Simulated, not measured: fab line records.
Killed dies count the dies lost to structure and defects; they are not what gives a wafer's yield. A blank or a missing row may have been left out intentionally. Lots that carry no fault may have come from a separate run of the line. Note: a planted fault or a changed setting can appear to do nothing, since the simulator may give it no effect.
Problem report in the 8D (eight disciplines) form, filled by code ; flow sky130 ; the parts of the form that need people (team, actions taken, sign-off) are left out

## 1. WHAT WENT WRONG
bias-w at SKY_POLY_GATE_ETCH_15 reads a mean of 76.43 W on 1 wafer of 1 lot; wafers without a fault read 100.06 W with a standard deviation of 0.3. That is -79 standard deviations from the usual mean.
The step: etches BARC in N2/H2, stops on SiO2, time 118.5 s, target depth 110 nm.
First seen on wafer L853.1, day 24 11:05, on rie-diel-01. At this step, 15 wafers from 5 lots have a number in the record. Rule for "out", or "out of limits": more than 4 standard deviations from the usual mean. All remaining wafers that have a number are taken as sound.

## 2. WHAT IT IS AND WHAT IT IS NOT
question;is;is not
which readings at this step;bias-w;drypump-motor-current-A, h2-flow-sccm, oes-product-au, throttle-valve-pct
which lots;L853;L836, L837, L841, L842
which wafers of those lots;L853.1;L853.3, L853.6
read on which tools;rie-diel-01;rie-diel-03, rie-diel-04
when;from day 24 11:05;up to then (14 sound wafers)

## 3. THE SUSPECTS, EACH WITH WHAT RULES IT OUT
Counting: a tool at a process step up to the reading stays a suspect if it ran every lot that is out. Sound lots after the first of them don't rule it out here, since some wafers of a struck lot are sound.
- rie-diel-01 at SKY_POLY_GATE_ETCH_15 (etches BARC in N2/H2, stops on SiO2, time 118.5 s, target depth 110 nm): kept. It ran the lot that is out, L853 (day 24 11:05); its last sound lot up to then is L841 (day 20 03:05). Its own readings are out on those wafers: bias-w.
- In rie-diel-01 at SKY_POLY_GATE_ETCH_15, the wafers that are out were processed in chamber 0 and their sound lot-mates in chambers 1, 3.
After counting, what remains is rie-diel-01 at SKY_POLY_GATE_ETCH_15.

## 4. THE CAUSE (what the simulator had put in)
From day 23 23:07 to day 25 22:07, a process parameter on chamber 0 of rie-diel-01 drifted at SKY_POLY_GATE_ETCH_15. Setting bias-w shifted by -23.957 from 100. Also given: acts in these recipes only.
Only this tool survived the counting.

## 5. THE EFFECT CHAIN, in route order
Each row: a reading whose mean over the struck wafers that have a number lies more than 3 standard deviations from the usual. Readings are gone through only where the record gives a usual standard deviation; hours: the median, over the lots, of the time from a lot's start at the first step in this table giving one to that lot's start at this step; sigmas: the change measured in usual standard deviations.
hours;step;reading;usual;on struck wafers;change;sigmas
0;SKY_POLY_GATE_ETCH_15;bias-w;100.06 W;76.43;-23.63;-79
Process steps it contains:
- SKY_POLY_GATE_ETCH_15: etches BARC in N2/H2, stops on SiO2, time 118.5 s, target depth 110 nm.

## 6. HOW IT WOULD HAVE BEEN CAUGHT EARLIER
12 hours passed between the start of the fault at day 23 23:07 and the first reading out of limits in this record, taken at day 24 11:05.
